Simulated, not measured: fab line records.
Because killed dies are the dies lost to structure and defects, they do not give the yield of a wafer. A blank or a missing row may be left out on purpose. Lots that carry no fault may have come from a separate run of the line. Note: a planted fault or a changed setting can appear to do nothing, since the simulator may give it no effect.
What tool caused it? | flow sky130 | 9 lots, 27 wafers sampled, at 6 steps of a route of 708

## WHAT THE GAUGES SHOWED, per wafer
SKY_METAL5_RS_MEAS_05: measurement is done with a four-point probe. Usual: METAL5_ALCU_RS 0.02693 ohm/sq, standard deviation 0.00029.
lot  | measured     | on           | METAL5_ALCU_RS (ohm/sq) | flag
L623 | day 43 12:56 | filmMetro-01 | 0.02646 0.02702 0.02657 | 
L624 | day 43 15:16 | filmMetro-03 | 0.02689 0.02715 0.02676 | 
L625 | day 44 09:25 | filmMetro-03 | 0.02674 0.02701 0.02725 | 
L626 | day 44 10:55 | filmMetro-01 | 0.02733 0.02698 0.02689 | 
L627 | day 44 15:54 | filmMetro-03 | 0.02676 0.02698 0.02683 | 
L634 | day 46 13:01 | filmMetro-02 | 0.02715 0.04301 0.02707 | OFF
L635 | day 46 19:33 | filmMetro-03 | 0.02711 0.02694 0.02676 | 
L642 | day 48 00:31 | filmMetro-03 | 0.02765 0.02724 0.02731 | 
L643 | day 48 10:14 | filmMetro-03 | 0.0266 0.02684 0.02714  | 

SKY_METAL5_THK_MEAS_06: measures by xrf. Usual: METAL5_ALCU_THK 1154 nm, standard deviation 15.
lot  | measured     | on           | METAL5_ALCU_THK (nm) | flag
L623 | day 43 13:02 | filmMetro-01 | 1167 1150 1167       | 
L624 | day 43 15:23 | filmMetro-03 | 1161 1149 1173       | 
L625 | day 44 09:31 | filmMetro-03 | 1159 1156 1139       | 
L626 | day 44 11:02 | filmMetro-01 | 1120 1143 1142       | 
L627 | day 44 16:01 | filmMetro-03 | 1164 1160 1166       | 
L634 | day 46 13:08 | filmMetro-02 | 1145 723 1148        | OFF
L635 | day 46 19:39 | filmMetro-03 | 1150 1164 1167       | 
L642 | day 48 00:38 | filmMetro-03 | 1126 1150 1145       | 
L643 | day 48 10:21 | filmMetro-03 | 1175 1159 1159       | 

## TOOL THAT RAN EACH LOT (tool first, then ch and the chambers of the sampled wafers, then the start)
lot  | SKY_CAP2M_SPUTTER_02        | SKY_CAP2M_METAL_ETCH_13          | SKY_VIA4_STRIP_13                   | SKY_METAL5_SPUTTER_02
L623 | pvdSputter-01, day 40 10:56 | rieMetal-01 ch 0,1, day 41 11:08 | plasmaAsher-01 ch 0,1, day 43 11:29 | pvdSputter-04, day 43 12:47
L624 | pvdSputter-02, day 40 13:46 | rieMetal-04 ch 0,1, day 41 14:04 | plasmaAsher-04 ch 0,1, day 43 13:46 | pvdSputter-02, day 43 15:09
L625 | pvdSputter-02, day 41 09:13 | rieMetal-03 ch 0,1, day 42 08:46 | plasmaAsher-04 ch 0, day 44 07:54   | pvdSputter-02, day 44 09:16
L626 | pvdSputter-03, day 41 10:41 | rieMetal-04 ch 0,1, day 42 09:58 | plasmaAsher-04 ch 0,1, day 44 09:28 | pvdSputter-02, day 44 10:48
L627 | pvdSputter-03, day 41 14:53 | rieMetal-03 ch 0,1, day 42 14:22 | plasmaAsher-01 ch 0,1, day 44 14:27 | pvdSputter-04, day 44 15:47
L634 | pvdSputter-02, day 43 17:56 | rieMetal-01 ch 1, day 44 15:46   | plasmaAsher-02 ch 0,1, day 46 11:31 | pvdSputter-02, day 46 12:54
L635 | pvdSputter-03, day 44 00:16 | rieMetal-01 ch 0,1, day 44 22:18 | plasmaAsher-04 ch 0,1, day 46 17:50 | pvdSputter-01, day 46 19:23
L642 | pvdSputter-02, day 45 07:47 | rieMetal-01 ch 0,1, day 46 04:23 | plasmaAsher-02 ch 0,1, day 47 22:51 | pvdSputter-01, day 48 00:23
L643 | pvdSputter-03, day 45 19:20 | rieMetal-01 ch 0,1, day 46 16:17 | plasmaAsher-01 ch 0,1, day 48 08:46 | pvdSputter-04, day 48 10:07
- SKY_CAP2M_SPUTTER_02: material TiN, target thk 200 nm, time 166.7 s.
- SKY_CAP2M_METAL_ETCH_13: etches TiN in Cl2/BCl3, stops on SiO2, target depth 220 nm, time 62.9 s.
- SKY_VIA4_STRIP_13: strips in O2/N2.
- SKY_METAL5_SPUTTER_02: material AlCu, target thk 1150 nm, time 61.2 s.

## WHAT THE TOOLS THEMSELVES READ (means of the sampled wafers that have a number; where no wafer has one, the mark that the record gives instead)
SKY_CAP2M_SPUTTER_02. Usual: throttleValvePct 30.5 %, standard deviation 1.2.
lot  | tool          | throttleValvePct (%) | flag
L623 | pvdSputter-01 | 31.0                 | 
L624 | pvdSputter-02 | 30.5                 | 
L625 | pvdSputter-02 | 30.0                 | 
L626 | pvdSputter-03 | 30.2                 | 
L627 | pvdSputter-03 | 30.7                 | 
L634 | pvdSputter-02 | 30.3                 | 
L635 | pvdSputter-03 | 30.8                 | 
L642 | pvdSputter-02 | 30.8                 | 
L643 | pvdSputter-03 | 30.3                 | 

SKY_CAP2M_METAL_ETCH_13. Usual: biasW 48.53 W, standard deviation 0.14; chamberPressureMTorr 10.000 mTorr, standard deviation 0.01; drypumpMotorCurrentA 6.16 A, standard deviation 0.23; oesProductAu 0.939 a.u., standard deviation 0.008; throttleValvePct 21.903 %, standard deviation 0.011.
lot  | tool        | biasW (W) | chamberPressureMTorr (mTorr) | drypumpMotorCurrentA (A) | oesProductAu (a.u.) | throttleValvePct (%) | flag
L623 | rieMetal-01 | 48.58     | 9.995                        | 6.03                     | 0.942               | 21.892               | 
L624 | rieMetal-04 | 48.51     | 10.003                       | 6.40                     | 0.941               | 21.902               | 
L625 | rieMetal-03 | 48.51     | 10.000                       | 6.17                     | 0.951               | 21.900               | 
L626 | rieMetal-04 | 48.35     | 9.999                        | 6.21                     | 0.936               | 21.905               | 
L627 | rieMetal-03 | 48.44     | 9.994                        | 6.19                     | 0.937               | 21.911               | 
L634 | rieMetal-01 | 48.59     | 10.010                       | 5.99                     | 0.949               | 21.903               | 
L635 | rieMetal-01 | 48.68     | 9.998                        | 6.02                     | 0.938               | 21.895               | 
L642 | rieMetal-01 | 48.54     | 9.998                        | 6.02                     | 0.942               | 21.901               | 
L643 | rieMetal-01 | 48.70     | 10.004                       | 6.03                     | 0.939               | 21.896               | 

SKY_VIA4_STRIP_13. Usual: chamberPressureMTorr 1499.8 mTorr, standard deviation 1.4; drypumpMotorCurrentA 5.9 A, standard deviation 0.51; oesProductAu 0.710 a.u., standard deviation 0.0047; stripTimeToEndpointS 12.807 s, standard deviation 0.03.
lot  | tool           | chamberPressureMTorr (mTorr) | drypumpMotorCurrentA (A) | oesProductAu (a.u.) | stripTimeToEndpointS (s) | flag
L623 | plasmaAsher-01 | 1500.5                       | 5.3                      | 0.708               | 12.804                   | 
L624 | plasmaAsher-04 | 1499.9                       | 6.4                      | 0.713               | 12.832                   | 
L625 | plasmaAsher-04 | 1499.9                       | 6.4                      | 0.709               | 12.807                   | 
L626 | plasmaAsher-04 | 1501.3                       | 6.3                      | 0.708               | 12.808                   | 
L627 | plasmaAsher-01 | 1500.7                       | 5.7                      | 0.709               | 12.809                   | 
L634 | plasmaAsher-02 | 1500.3                       | 5.7                      | 0.705               | 12.821                   | 
L635 | plasmaAsher-04 | 1499.6                       | 6.3                      | 0.709               | 12.787                   | 
L642 | plasmaAsher-02 | 1500.3                       | 5.7                      | 0.709               | 12.804                   | 
L643 | plasmaAsher-01 | 1500.8                       | 5.3                      | 0.708               | 12.819                   | 

SKY_METAL5_SPUTTER_02. Usual: throttleValvePct 30.2 %, standard deviation 1.2.
lot  | tool          | throttleValvePct (%) | flag
L623 | pvdSputter-04 | 29.1                 | 
L624 | pvdSputter-02 | 31.0                 | 
L625 | pvdSputter-02 | 30.0                 | 
L626 | pvdSputter-02 | 29.9                 | 
L627 | pvdSputter-04 | 29.5                 | 
L634 | pvdSputter-02 | 30.7                 | 
L635 | pvdSputter-01 | 31.8                 | 
L642 | pvdSputter-01 | 30.8                 | 
L643 | pvdSputter-04 | 29.7                 | 

## THE ANSWER, worked out from the rows above alone
Rule: a lot is off if the mean of its wafers that have a number lies more than 3 standard deviations from the usual mean. A lot without any number at a reading at which 4 lots or more have one is off too. The other lots that the step has rows for count as sound. Order of review: gauges by route order, followed by the tools' own readings, for which a lot's mean as printed above is used. At the first step where some lot is off, the reading lying furthest off is the one used; lots without a number count as furthest.
Off: L634, seen at SKY_METAL5_RS_MEAS_05 (METAL5_ALCU_RS).
A tool fits if, at a process step before that reading, it ran every lot that is off, and no sound lot after the first of them. Gauges at SKY_METAL5_RS_MEAS_05: tried the same way as those tools. 2 tools fit, pvdSputter-02 at SKY_METAL5_SPUTTER_02 and filmMetro-02 at SKY_METAL5_RS_MEAS_05, so this cannot tell which one it is.

## WHAT THE SIMULATOR PUT IN
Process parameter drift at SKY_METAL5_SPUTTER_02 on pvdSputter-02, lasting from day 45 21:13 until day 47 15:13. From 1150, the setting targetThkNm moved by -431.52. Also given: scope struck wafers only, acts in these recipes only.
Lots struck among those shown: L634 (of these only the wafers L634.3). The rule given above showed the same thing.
